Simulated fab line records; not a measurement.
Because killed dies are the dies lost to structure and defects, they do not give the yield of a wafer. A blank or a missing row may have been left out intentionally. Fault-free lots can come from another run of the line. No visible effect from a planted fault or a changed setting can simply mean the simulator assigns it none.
Struck lot and sound lot, side by side | flow gf180mcu | 15 out of 602 route steps
Sound: wafers L777.4, L777.5, L777.6. Struck: wafers L788.1, L788.4, L788.5. Last of all comes the cause.
At each step with rows: each side's tool, then ch and its chambers, then its first start. Under that, the readings that differ: sound wafers | struck wafers | difference of the means | sigmas: that difference in standard deviations of wafers without a fault.
alike: words and numbers the same on both sides, and readings whose means are apart by under 2 such deviations; not compared: readings that were withheld, readings missing a value for some wafer, numbers with overlapping values and no deviation given by the record, and bounds like >300 which may hide the same value.
Wherever a step has rows on one side only, a row that says differs or no value, or a row with sigmas, the two part there. Numbers that don't overlap but have no deviation are shown without sigmas and don't part them. A reading missing from all wafers of one side parts the sides only when that side holds two or more wafers.

first, 8 steps without rows for these wafers: GF_V1_DEHYDRATE_06 (time 60 s); GF_V1_HMDS_07 (prime time 60 s); GF_V1_COAT_08; GF_V1_COAT_09 (resist thk 1000 nm); GF_V1_SOFTBAKE_10 (time 60 s); GF_V1_EXPOSE_11 (exposes mask Via1, target cd 260 nm); GF_V1_PEB_12 (peb time 90 s); GF_V1_DEVELOP_13 (develop time 60 s).
GF_V1_CD_MEAS_14: the cd target is 260 nm.
  sound on cd-sem-01 at day 18 23:34; struck on cd-sem-01 at day 22 13:40
  alike: cd-nm
GF_V1_OVL_MEAS_15:
  sound on overlay-02 at day 18 23:39; struck on overlay-01 at day 22 13:47
  alike: V1_OVL
GF_V1_ETCH_16: etches BARC in N2/H2.
  sound on rie-diel-02 ch 0,3, day 18 23:40; struck on rie-diel-03 ch 2,3, day 22 13:49
  alike: bias-w, drypump-motor-current-A, oes-product-au, throttle-valve-pct
GF_V1_ETCH_17: etches SiO2 in C4F8/O2/Ar, stops on TiN, target depth 630 nm.
  sound: rie-diel-02 ch 0,3; struck: rie-diel-03 ch 2,3
  alike: bias-w, oes-product-au
GF_V1_STRIP_18: strips in O2/N2.
  sound on plasma-asher-02 ch 0,1, day 18 23:50; struck on plasma-asher-03 ch 0,1, day 22 13:57
  reading                        | sound                | struck               | difference | sigmas
  chamber-pressure-mTorr (mTorr) | 1498.2 1500.1 1499.8 | 1800.3 1799.4 1801.4 | +301.0     | +99 or more
  alike: drypump-motor-current-A, heater-power-w, oes-product-au
  not compared: rf-hours-counter-h
then, 1 step without rows for these wafers: GF_V1_STRIP_19 (strips in post etch residue remover, time 1200 s).
GF_PASSIVATION_PROBE_99:
  sound wafers here have rows in the record (prober-02, day 29 17:07); struck ones have none

== WHERE THEY PART ==
Earliest at GF_V1_STRIP_18; latest, in this record, at GF_PASSIVATION_PROBE_99.

WHY: what had been put in by the simulator
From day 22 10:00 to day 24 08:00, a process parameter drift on plasma-asher-03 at GF_V1_STRIP_18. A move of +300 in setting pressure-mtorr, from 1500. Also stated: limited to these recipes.
